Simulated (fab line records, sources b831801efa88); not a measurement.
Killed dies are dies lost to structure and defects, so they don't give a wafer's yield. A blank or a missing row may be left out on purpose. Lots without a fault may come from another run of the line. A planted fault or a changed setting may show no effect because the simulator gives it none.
fab line records | flow gf180mcu
record lots=5 wafers=23
route steps=602 shown PASSIVATION@587
start_h: hours from the record's first day to the start of the lot's first wafer shown | wait_h: hours since the lot's step before | " the same as in the row above | L1.1+2: a row that stands for several wafers | - no value, or no start given | * or withheld: withheld | < > ~ a bound
route shown NAME@n: a module of which the file shows steps, and the number in the route of the first | usual: mean/standard deviation of fault-free wafers | same: alike in all rows | chamber/n: place in a boat | sites: the reading at each site | _std_site: their standard deviation | _edge_site: outer sites' mean less inner sites' | radius_mm: how far each site lies from the wafer's centre | mask NAME#n: copy n | behind: the tool/chamber that last shaped the wafer | hold: why the lot was held/for how many hours/how that ended | device: the transistor (n, p or np) that didn't switch | end of line: the same wafers' tests at the end of the route | a step without rows: its recipe alone | killed: dies lost to structure and defects at the first sort, not the wafer's yield | map: a wafer's dies, x killed, . not, _ none there
set.NAME: the setting as run; set.NAME@STEP: as run at that earlier step | model.NAME: the simulator's own value behind a step, which no gauge read
lots whose settings were changed on purpose; a table a step, a row a wafer
## steps
# step GF_PASSIVATION_CVD_00
# recipe material=SiO2 target_thk_nm=1000 precursor=TEOS temp_c=400 time_s=111.95 rf_w=600
# columns lot.wafer tool chamber start_h wait_h set.time_s model.SiO2_of_PASSIVATION_CVD_00.thk_nm
L074.1 pecvd-01 0 638.96 0.0 104.6 932.6
L074.2 " 1 " " 111.95 983.6
L074.4 " 0 " " 104.6 949.2
L074.5 " 1 " " 104.6 939.8
L074.6 " 2 " " 111.95 1003
L075.1 pecvd-01 0 649.60 0.0 111.95 996.9
L075.5 " 2 " " 111.95 998.7
L075.6 " 0 " " 111.95 1002
L078.1 pecvd-03 2 692.82 0.0 111.95 987.5
L078.3 " 0 " " 111.95 1012
L078.4 " 2 " " 111.95 1013
L078.5 " 1 " " 111.95 1022
L078.6 " 0 " " 111.95 1029
L079.1 pecvd-03 2 696.37 0.0 116.9 1031
L079.3 " 0 " " 116.9 1058
L079.4 " 1 " " 111.95 1013
L079.5 " 0 " " 116.9 1066
L079.6 " 2 " " 111.95 1008
L085.1 pecvd-03 0 737.32 0.0 111.95 991.5
L085.3 " 1 " " 111.95 991.1
L085.4 " 0 " " 111.95 1018
L085.5 " 2 " " 124.6 1101
L085.6 " 1 " " 124.6 1133
# step GF_PASSIVATION_THK_MEAS_01
# recipe reads=SiO2_of_PASSIVATION_CVD_00
# usual PASSIVATION_CVD_00_THK=998/13
# columns lot.wafer tool chamber start_h wait_h set.time_s@PASSIVATION_CVD_00 PASSIVATION_CVD_00_THK[nm]
L074.1 film_metro-03 - 639.04 0.0 104.6 933
L074.2 " - " " 111.95 983
L074.4 " - " " 104.6 949
L074.5 " - " " 104.6 939
L074.6 " - " " 111.95 1004
L075.1 film_metro-02 - 649.68 0.0 111.95 997
L075.5 " - " " 111.95 1000
L075.6 " - " " 111.95 1003
L078.1 film_metro-04 - 692.90 0.0 111.95 987
L078.3 " - " " 111.95 1013
L078.4 " - " " 111.95 1014
L078.5 " - " " 111.95 1021
L078.6 " - " " 111.95 1029
L079.1 film_metro-04 - 696.45 0.0 116.9 1032
L079.3 " - " " 116.9 1057
L079.4 " - " " 111.95 1013
L079.5 " - " " 116.9 1066
L079.6 " - " " 111.95 1009
L085.1 film_metro-04 - 737.40 0.0 111.95 991
L085.3 " - " " 111.95 991
L085.4 " - " " 111.95 1018
L085.5 " - " " 124.6 1101
L085.6 " - " " 124.6 1133
## key
split step=GF_PASSIVATION_CVD_00 setting=time_s stated=111.95 by=wafer
response step=GF_PASSIVATION_CVD_00 reading=model.SiO2_of_PASSIVATION_CVD_00.thk_nm change=+9.7 per=1% r=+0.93
response step=GF_PASSIVATION_THK_MEAS_01 reading=PASSIVATION_CVD_00_THK change=+9.71 per=1% r=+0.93
